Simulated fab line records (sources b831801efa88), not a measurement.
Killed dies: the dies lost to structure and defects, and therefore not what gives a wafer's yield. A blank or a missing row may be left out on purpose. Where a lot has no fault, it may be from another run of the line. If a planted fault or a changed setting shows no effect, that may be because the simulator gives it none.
8D (eight disciplines) problem report, filled in by code | flow gf180mcu | the parts of the form that need people (team, actions taken, sign-off) are left out

1. WHAT WENT WRONG
M4_ALCU_RS at GF_M4_RS_MEAS_05 reads a mean of 0.0635 ohm/sq on 6 wafers of 2 lots; wafers without a fault read 0.0690 ohm/sq with a standard deviation of 0.00079. Relative to the usual mean, that is a shift of -6.9 standard deviations.
The step: measures by four-point-probe.
First seen on wafer L922.3, day 26 00:08, on film_metro-03. The record has a number at this step for 33 wafers belonging to 11 lots. Rule for "out" (also "out of limits"): further than 4 standard deviations from the usual mean. The rest of the wafers with a number are treated as sound.

2. WHAT IT IS AND WHAT IT IS NOT
question                    | is                           | is not
which readings at this step | M4_ALCU_RS                   | -
which lots                  | L922, L924                   | L913, L914, L915, L916, L917, L928, L931, L934, L936
which wafers of those lots  | all that have a number       | -
read on which gauges        | film_metro-02, film_metro-03 | -
when                        | from day 26 00:08            | up to then (15 sound wafers); but 12 sound wafers of L928, L931, L934, L936 came after

3. SUSPECTS, AND WHAT RULES EACH OUT
Counting: any tool at a process step up to the reading is kept as a suspect provided that every lot that is out went through it and no sound lot did after the first of them.
- the gauge at GF_M4_RS_MEAS_05 has been ruled out. 2 gauges (film_metro-02, film_metro-03) read the wafers that are out.
- pvd_sputter-03 at GF_M4_SPUTTER_00 (material Ti, target thk 37.5 nm, time 150 s): ruled out as a lasting fault. After its first lot that is out, L922 (day 25 23:52), sound lots L936 ran on it.
- pvd_sputter-03 at GF_M4_SPUTTER_02 (material AlCu, target thk 450 nm, time 23.9 s): ruled out as a lasting fault. After its first lot that is out, L922 (day 26 00:00), sound lots L936 ran on it.
- pvd_sputter-03 at GF_M4_SPUTTER_03 (material Ti, target thk 10 nm, time 6.7 s): ruled out as a lasting fault. After its first lot that is out, L922 (day 26 00:02), sound lots L936 ran on it.
- pvd_sputter-03 at GF_M4_SPUTTER_04 (material TiN, target thk 50 nm, time 41.7 s): ruled out as a lasting fault. After its first lot that is out, L922 (day 26 00:04), sound lots L936 ran on it.
Left after counting: nothing in the record.

4. THE CAUSE (what the simulator had put in)
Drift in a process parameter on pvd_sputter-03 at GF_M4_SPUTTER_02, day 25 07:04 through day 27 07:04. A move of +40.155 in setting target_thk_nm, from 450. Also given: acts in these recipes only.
Counting ruled it out, wrongly: the rule takes a fault to strike every lot that its tool runs from its start on, and this one did not.

5. THE CHAIN OF EFFECTS, in route order
Rows list readings where the struck wafers' mean (over those with a number) sits beyond 3 standard deviations from the usual. Only readings whose record carries a usual standard deviation are examined. hours: median over the lots of the time between each lot's start at the first step of this table that gives one and its start at this step. sigmas: the change, counted in usual standard deviations.
hours | step              | reading     | usual         | on struck wafers | change  | sigmas
0     | GF_M4_RS_MEAS_05  | M4_ALCU_RS  | 0.0690 ohm/sq | 0.0635           | -0.0055 | -6.9
3     | GF_M4_THK_MEAS_06 | M4_ALCU_THK | 447 nm        | 486              | +38     | +7.7

6. WHAT WOULD HAVE CAUGHT IT SOONER
The first out-of-limits reading at a measuring or inspecting step in this record came at day 26 00:08, 17 hours after the fault's start at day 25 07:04.
No tool reading at GF_M4_SPUTTER_02 that has a usual standard deviation in the record was out on any struck wafer, so an alarm limit of 4 standard deviations on those readings would not have fired.
